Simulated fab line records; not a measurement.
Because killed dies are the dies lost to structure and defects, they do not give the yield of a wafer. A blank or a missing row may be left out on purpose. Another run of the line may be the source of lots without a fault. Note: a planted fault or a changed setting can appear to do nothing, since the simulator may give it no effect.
Matching of chambers ; flow sfqLine ; SFQ_TRILAYER_I0_CMP_CMP_028 on cmp-01: 4 sister chambers
The step polishes SiO2. 7 wafers are shown with their chamber, then 8 later ones without.

WAFERS, EACH WITH ITS CHAMBER
wafer;chamber;motorCurrentA (A);timeToEndpointS (s)
L187.1;1;12.9;196
L188.1;0;10.6;196
L188.4;1;12.8;216
L188.5;3;11.3;221
L198.3;0;11.0;212
L198.6;2;10.9;210
L199.4;2;10.5;214

WAFERS WHOSE CHAMBER IS MISSING
wafer;motorCurrentA (A);timeToEndpointS (s)
L199.1;10.4;209
L199.3;12.9;220
L200.1;11.1;202
L200.2;11.1;213
L200.4;10.4;213
L202.1;11.1;211
L202.3;10.9;215
L202.4;11.2;222

WHICH CHAMBER EACH WENT THROUGH
wafer;from the rows above;in truth
L199.1;can't be placed: 2 or 0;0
L199.3;1;1
L200.1;can't be placed: 0 or 2 or 3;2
L200.2;can't be placed: 3 or 0 or 2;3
L200.4;can't be placed: 2 or 0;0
L202.1;can't be placed: 3 or 0 or 2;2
L202.3;can't be placed: 2 or 0 or 3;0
L202.4;can't be placed: 3 or 2 or 0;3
Correct placement for 1 of the 8. Not placeable from these rows: 7 (in 7, the candidates include the true chamber). Wrongly placed: 0.
How it was worked out, from the rows above alone: a wafer's distance from a chamber is the root of the sum, over the readings, of the square of ((its reading less the chamber's mean) divided by the reading's scatter). The wafer belongs to the nearest chamber; if the next one is less than 2 further off, it can't be placed. A chamber's mean is the mean of its shown wafers. How the scatter is found: for the shown wafers, subtract from each reading the mean of its chamber, square and add these, divide the total by (wafers less chambers), then take the root.
